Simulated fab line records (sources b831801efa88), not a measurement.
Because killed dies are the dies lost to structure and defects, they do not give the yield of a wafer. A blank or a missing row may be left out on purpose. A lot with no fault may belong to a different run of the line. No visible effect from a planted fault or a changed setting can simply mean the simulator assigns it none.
The tool behind it: which one? + flow gf180mcu + 39 wafers from 13 lots sampled at 5 of the route's 602 steps

## WHAT THE GAUGES READ, wafer by wafer
GF_HV_LDD_THK_MEAS_57.
| lot  | measured     | on            | HV_LDD_CVD_56_THK (nm) |
|------|--------------|---------------|------------------------|
| L644 | day 12 22:21 | film-metro-02 | 90.6 89.6 90.2         |
| L645 | day 13 03:19 | film-metro-04 | 90.7 90.4 90.8         |
| L646 | day 13 14:03 | film-metro-04 | 88.8 89.9 89.7         |
| L647 | day 13 20:39 | film-metro-04 | 90.7 91.1 90.7         |
| L650 | day 15 02:36 | film-metro-02 | 91.2 90.6 90.3         |
| L651 | day 15 05:05 | film-metro-02 | 89.1 89.7 88.9         |
| L652 | day 15 18:04 | film-metro-02 | 91.1 90.1 89.9         |
| L653 | day 16 03:12 | film-metro-02 | 88.8 88.9 88.9         |
| L661 | day 18 13:24 | film-metro-04 | 89.0 89.0 89.5         |
| L662 | day 19 03:22 | film-metro-04 | 88.9 89.3 89.0         |
| L663 | day 19 06:48 | film-metro-04 | 90.6 91.0 90.9         |
| L664 | day 19 16:24 | film-metro-04 | 88.6 88.8 89.5         |
| L665 | day 20 00:54 | film-metro-02 | 90.1 89.9 88.8         |

GF_PSD_TW_MEAS_11.
| lot  | measured     | on            | PSD_TW         |
|------|--------------|---------------|----------------|
| L644 | day 14 16:06 | film-metro-02 | 3145 3152 3154 |
| L645 | day 14 21:44 | film-metro-03 | 3172 3173 3175 |
| L646 | day 15 21:50 | film-metro-03 | 3201 3164 3192 |
| L647 | day 15 16:20 | film-metro-03 | 3211 3172 3185 |
| L650 | day 16 23:24 | film-metro-01 | 3191 3191 3191 |
| L651 | day 17 02:23 | film-metro-02 | 3193 3187 3175 |
| L652 | day 17 15:04 | film-metro-03 | 3215 3190 3192 |
| L653 | day 18 00:35 | film-metro-03 | 3187 3166 3171 |
| L661 | day 20 13:30 | film-metro-03 | 3219 3199 3212 |
| L662 | day 21 03:48 | film-metro-02 | 3159 3166 3156 |
| L663 | day 21 08:40 | film-metro-02 | 3178 3168 3180 |
| L664 | day 21 17:11 | film-metro-03 | 3192 3185 3170 |
| L665 | day 22 01:21 | film-metro-02 | 3132 3159 3154 |

GF_SAB_CD_MEAS_09: the cd target is 420 nm.
| lot  | measured     | on        | cd-nm (nm)        |
|------|--------------|-----------|-------------------|
| L644 | day 15 13:39 | cd-sem-02 | 416.4 419.7 417.2 |
| L645 | day 15 20:06 | cd-sem-01 | 419.1 418.9 421.3 |
| L646 | day 16 20:27 | cd-sem-01 | 419.5 419.0 420.0 |
| L647 | day 16 15:26 | cd-sem-02 | 417.1 415.5 418.0 |
| L650 | day 17 21:48 | cd-sem-02 | 419.5 420.5 419.3 |
| L651 | day 18 00:47 | cd-sem-02 | 418.9 418.7 419.7 |
| L652 | day 18 14:49 | cd-sem-01 | 422.3 422.2 422.9 |
| L653 | day 19 00:17 | cd-sem-02 | 420.2 419.2 422.1 |
| L661 | day 21 13:54 | cd-sem-01 | 417.9 420.7 419.2 |
| L662 | day 22 04:12 | cd-sem-02 | 423.5 423.1 420.5 |
| L663 | day 22 08:45 | cd-sem-01 | 418.1 419.6 421.2 |
| L664 | day 22 16:56 | cd-sem-01 | 417.4 415.5 414.5 |
| L665 | day 22 23:36 | cd-sem-02 | 422.3 422.4 422.9 |

GF_CONTACT_THK_MEAS_01.
| lot  | measured     | on            | CONTACT_CVD_00_THK (nm) |
|------|--------------|---------------|-------------------------|
| L644 | day 15 14:44 | film-metro-04 | 305 306 304             |
| L645 | day 15 21:10 | film-metro-02 | 292 303 299             |
| L646 | day 16 21:31 | film-metro-04 | 300 302 301             |
| L647 | day 16 16:40 | film-metro-01 | 298 298 301             |
| L650 | day 17 22:53 | film-metro-01 | 301 300 306             |
| L651 | day 18 01:49 | film-metro-01 | 253 259 255             |
| L652 | day 18 15:52 | film-metro-01 | 255 254 260             |
| L653 | day 19 01:20 | film-metro-04 | 255 256 255             |
| L661 | day 21 14:58 | film-metro-02 | 301 299 292             |
| L662 | day 22 05:26 | film-metro-02 | 298 301 296             |
| L663 | day 22 09:49 | film-metro-01 | 295 299 294             |
| L664 | day 22 17:59 | film-metro-01 | 298 295 297             |
| L665 | day 23 00:49 | film-metro-01 | 295 300 299             |

## WHICH TOOL RAN EACH LOT (tool, then ch and the chambers of the sampled wafers, then the start)
| lot  | GF_CONTACT_CVD_00                |
|------|----------------------------------|
| L644 | hdpcvd-01 ch 1,2, day 15 14:41   |
| L645 | hdpcvd-01 ch 0,1,2, day 15 21:07 |
| L646 | hdpcvd-01 ch 0,1,2, day 16 21:28 |
| L647 | hdpcvd-02 ch 1, day 16 16:36     |
| L650 | hdpcvd-02 ch 0,2, day 17 22:51   |
| L651 | hdpcvd-01 ch 0,1, day 18 01:46   |
| L652 | hdpcvd-01 ch 0,1,2, day 18 15:49 |
| L653 | hdpcvd-01 ch 0,1,2, day 19 01:17 |
| L661 | hdpcvd-02 ch 0,1, day 21 14:55   |
| L662 | hdpcvd-02 ch 0,2, day 22 05:23   |
| L663 | hdpcvd-01 ch 1,2, day 22 09:46   |
| L664 | hdpcvd-01 ch 0,1,2, day 22 17:55 |
| L665 | hdpcvd-01 ch 0,1,2, day 23 00:47 |
- GF_CONTACT_CVD_00: deposits SiO2, target thk 300 nm, time 50 s.

## WHAT THE TOOLS THEMSELVES READ (means of the sampled wafers that have a number; where no wafer has one, the mark that the record gives instead)
GF_CONTACT_CVD_00.
| lot  | tool      | sih4-flow-sccm (sccm) |
|------|-----------|-----------------------|
| L644 | hdpcvd-01 | 59.96                 |
| L645 | hdpcvd-01 | 59.97                 |
| L646 | hdpcvd-01 | 59.95                 |
| L647 | hdpcvd-02 | 60.04                 |
| L650 | hdpcvd-02 | 60.20                 |
| L651 | hdpcvd-01 | 51.00                 |
| L652 | hdpcvd-01 | 50.90                 |
| L653 | hdpcvd-01 | 51.14                 |
| L661 | hdpcvd-02 | 59.85                 |
| L662 | hdpcvd-02 | 59.92                 |
| L663 | hdpcvd-01 | 60.15                 |
| L664 | hdpcvd-01 | 59.91                 |
| L665 | hdpcvd-01 | 59.99                 |

## THE ANSWER, worked out from the rows above alone
Rule: the lots themselves supply what counts as usual. Put in order of their means at a reading, lots are off if they are a third of the lots or fewer, leave a main group of 4 or more, and stand apart from it by a gap of 3 or more times the standard deviation of the main group's means; of several such gaps the widest counts. Not used: any main group whose means are identical at the precision the tables above print for the reading. Also off: a lot with no number at a reading for which 4 or more lots have one. The other lots that the step has rows for count as sound. Order of review: gauges by route order, followed by the tools' own readings, for which a lot's mean as printed above is used. The first step at which some lot is off is used, and at that step the reading that is off furthest; a lot without a number counts as furthest.
Off: at GF_CONTACT_THK_MEAS_01 (CONTACT_CVD_00_THK), L651, L652, L653. Mean 299 nm and standard deviation 2.7 in the main group.
If a tool, at a process step before that reading, ran all the lots that are off and no sound lot after the first of them, it fits. The gauges at GF_CONTACT_THK_MEAS_01 aren't tried: what is off there is off at GF_CONTACT_CVD_00 too, on other tools, and a gauge's error can't cause that. Not one of the candidates tried fits.

## WHAT THE SIMULATOR PUT IN
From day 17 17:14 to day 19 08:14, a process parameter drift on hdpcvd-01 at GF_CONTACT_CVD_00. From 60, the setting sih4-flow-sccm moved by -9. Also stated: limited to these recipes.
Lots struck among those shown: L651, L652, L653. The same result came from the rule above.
